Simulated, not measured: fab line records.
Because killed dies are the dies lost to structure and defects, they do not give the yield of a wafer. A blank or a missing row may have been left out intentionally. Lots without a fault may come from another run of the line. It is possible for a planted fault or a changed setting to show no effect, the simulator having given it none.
A sampling plan put to the test + flow gf180mcu + each of the 8 faults these records tell of, on one fab line, judged from the records of the lots it struck
The plan consists of the line's own looks: route steps at which the wafer is read by a gauge or an inspection but not changed. A look is open to judgement when struck wafers have a number at it and the file gives its usual mean and standard deviation on fault-free wafers. Caught: 4 or more of those standard deviations (sigma) separate the usual mean from the mean of the struck wafers at a look after the fault's first step. On the tool: the fault's steps, tested the same way using the tool's own readings. A different recipe on the struck wafers counts as caught too, as does a record blank only for those wafers.

== THE FAULTS, as the simulator had put them in ==
1. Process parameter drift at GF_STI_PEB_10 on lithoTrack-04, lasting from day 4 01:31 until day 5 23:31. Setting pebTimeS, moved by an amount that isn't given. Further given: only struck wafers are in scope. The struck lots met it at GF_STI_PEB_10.
2. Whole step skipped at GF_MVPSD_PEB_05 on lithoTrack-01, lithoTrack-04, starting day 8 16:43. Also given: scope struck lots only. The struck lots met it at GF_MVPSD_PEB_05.
3. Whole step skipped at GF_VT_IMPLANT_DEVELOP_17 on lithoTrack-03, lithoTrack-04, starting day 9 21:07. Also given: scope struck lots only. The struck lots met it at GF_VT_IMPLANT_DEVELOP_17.
4. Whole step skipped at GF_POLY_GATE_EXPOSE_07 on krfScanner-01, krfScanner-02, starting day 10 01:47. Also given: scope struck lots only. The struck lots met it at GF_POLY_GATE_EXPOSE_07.
5. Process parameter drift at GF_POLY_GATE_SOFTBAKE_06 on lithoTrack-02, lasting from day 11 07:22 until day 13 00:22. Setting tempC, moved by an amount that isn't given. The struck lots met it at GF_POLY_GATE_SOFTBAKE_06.
6. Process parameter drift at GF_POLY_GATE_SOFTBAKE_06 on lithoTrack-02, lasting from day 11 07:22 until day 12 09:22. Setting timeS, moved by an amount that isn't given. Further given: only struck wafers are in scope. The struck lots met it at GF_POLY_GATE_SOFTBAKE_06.
7. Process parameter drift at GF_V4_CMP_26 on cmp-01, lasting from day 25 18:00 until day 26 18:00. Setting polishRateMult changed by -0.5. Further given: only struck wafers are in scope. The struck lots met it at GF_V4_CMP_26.
8. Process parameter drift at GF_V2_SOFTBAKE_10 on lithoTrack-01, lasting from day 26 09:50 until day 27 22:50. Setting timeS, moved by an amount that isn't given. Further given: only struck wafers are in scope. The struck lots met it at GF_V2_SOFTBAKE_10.

== WHAT THE PLAN SAW ==
| fault | on the tool itself                               | first look that catches it                      | reading, sigma | median hours from its first step to that look | hours from the fault's start to the first struck lot there | judged looks passed uncaught |
|-------|--------------------------------------------------|-------------------------------------------------|----------------|-----------------------------------------------|------------------------------------------------------------|------------------------------|
| 1     | heaterPowerTotalW +18 sigma                      | none of the 2 looks that can be judged after it | -              | -                                             | -                                                          | 2                            |
| 2     | the tool's record is blank for the struck wafers | no look after it can be judged                  | -              | -                                             | -                                                          | 0                            |
| 3     | the tool's record is blank for the struck wafers | not the one look that can be judged after it    | -              | -                                             | -                                                          | 1                            |
| 4     | no reading that can be judged                    | no look after it can be judged                  | -              | -                                             | -                                                          | 0                            |
| 5     | heaterPowerTotalW +45 sigma                      | GF_POLY_GATE_CD_MEAS_10                         | cdNm -5.3      | 10.5                                          | 17                                                         | 0                            |
| 6     | runLengthS +41 sigma                             | no look after it can be judged                  | -              | -                                             | -                                                          | 0                            |
| 7     | overpolishRunS -99 or beyond sigma               | no look after it can be judged                  | -              | -                                             | -                                                          | 0                            |
| 8     | heaterPowerTotalW +99 or beyond sigma            | no look after it can be judged                  | -              | -                                             | -                                                          | 0                            |
A dash: this means the fault isn't caught or the number doesn't appear in these records.

Caught at a look: 1 of 8. Caught on the tool: 7 of 8. By one or the other: 7 of 8.
Faults caught by the tool alone: 1, 2, 3, 6, 7, 8.
Caught by neither: fault 4.

== THINNER SAMPLING ==
In the worst case, this is how late the first struck lot would be measured if the look that catches a fault measured only every second or every third lot, by lot number:
| fault | struck lots at that look, in order of time | every lot | every second lot | every third lot |
|-------|--------------------------------------------|-----------|------------------|-----------------|
| 5     | L643, L645                                 | 17 h      | may miss all 2   | may miss all 2  |
Hours: fault start to first struck lot measured. The test against the limit of 4 sigma pooled every struck wafer, which means one lot taken alone may stay below that limit. Other struck lots may not be in these records.

== THE LONGEST TIMED WAY FROM STEP TO LOOK ==
Fault 5: median gap of 10.5 hours between GF_POLY_GATE_SOFTBAKE_06 and GF_POLY_GATE_CD_MEAS_10. No look between them can be judged.
